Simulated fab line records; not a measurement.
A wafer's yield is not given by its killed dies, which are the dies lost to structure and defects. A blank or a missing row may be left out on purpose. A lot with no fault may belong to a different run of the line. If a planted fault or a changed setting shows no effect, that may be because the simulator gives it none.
Code-filled problem report in 8D (eight disciplines) form || flow gf180mcu || the parts of the form that need people (team, actions taken, sign-off) are left out

1. PROBLEM STATEMENT
Mean STI_CVD_23_THK at GF_STI_THK_MEAS_24: 606 nm over 3 wafers in 2 lots; fault-free wafers: 648 nm, standard deviation 7.5. That is -5.6 standard deviations from the usual mean.
First seen on wafer L733.3, day 5 13:40, on film-metro-01. The record has a number at this step for 37 wafers belonging to 13 lots. The rule behind "out" and "out of limits": a value lying over 4 standard deviations away from the usual mean. Any other wafer with a number is counted as sound.

2. WHAT IT IS; WHAT IT IS NOT
{"question": "which readings at this step", "is": "STI_CVD_23_THK", "is not": "-"}
{"question": "which lots", "is": "L733, L735", "is not": "L718, L719, L720, L721, L724, L725, L727, L730, L737, L738, L740"}
{"question": "which wafers of those lots", "is": "L733.3, L735.3, L735.4", "is not": "L733.5"}
{"question": "read on which gauges", "is": "film-metro-01, film-metro-02", "is not": "film-metro-03"}
{"question": "when", "is": "from day 5 13:40", "is not": "up to then (25 sound wafers); but 9 sound wafers of L737, L738, L740 came after"}

3. THE SUSPECTS, EACH WITH WHAT RULES IT OUT
Counting: a tool at a process step up to the reading stays a suspect if it ran every lot that is out. Sound lots after the first of them don't rule it out here, since some wafers of a struck lot are sound.
- the gauge at GF_STI_THK_MEAS_24: ruled out. 2 gauges (film-metro-01, film-metro-02) read the wafers that are out.
- hdpcvd-02 at GF_STI_CVD_23 (deposits SiO2, target thk 650 nm, time 108.3 s): kept. It ran every lot that is out, first L733 (day 5 13:34); its last sound lot up to then is L730 (day 4 21:56).
- Within hdpcvd-02 at GF_STI_CVD_23, the wafers that are out were processed in chamber 1 and their sound lot-mates in chamber 2.
After counting, what remains is hdpcvd-02 at GF_STI_CVD_23.

4. THE CAUSE (what the simulator had put in)
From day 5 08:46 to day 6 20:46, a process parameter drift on hdpcvd-02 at GF_STI_CVD_23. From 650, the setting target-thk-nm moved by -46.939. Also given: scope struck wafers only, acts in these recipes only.
Counting left only this tool.

5. SEQUENCE OF EFFECTS, ordered by route
One row per reading whose mean, taken over the struck wafers that have a number, lies over 3 standard deviations from the usual. Scope: only readings with a usual standard deviation given in the record; hours: median across lots of the time from each lot's start at the first step in this table that gives one to its start at this step; sigmas: change in usual standard deviations.
{"hours": 0, "step": "GF_STI_THK_MEAS_24", "reading": "STI_CVD_23_THK", "usual": "648 nm", "on struck wafers": 606, "change": -42, "sigmas": -5.6}
Later steps that measure or inspect, where all struck wafers having a row at the step show a number for every such reading and not one has moved that far: GF_HV_LDD_TW_MEAS_23.

6. HOW IT WOULD HAVE BEEN CAUGHT EARLIER
Counted from the fault's start at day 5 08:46, it took 5 hours until the first out-of-limits reading at a measuring or inspecting step in this record, taken at day 5 13:40.
Tool readings at GF_STI_CVD_23 with a usual standard deviation given in the record: none out on any struck wafer, hence no alarm at a limit of 4 standard deviations on them.
Lots out: 2; of these, L735 started GF_STI_CVD_23 on hdpcvd-02 after day 5 13:40. Had the tool been put on hold then, it would have been spared.
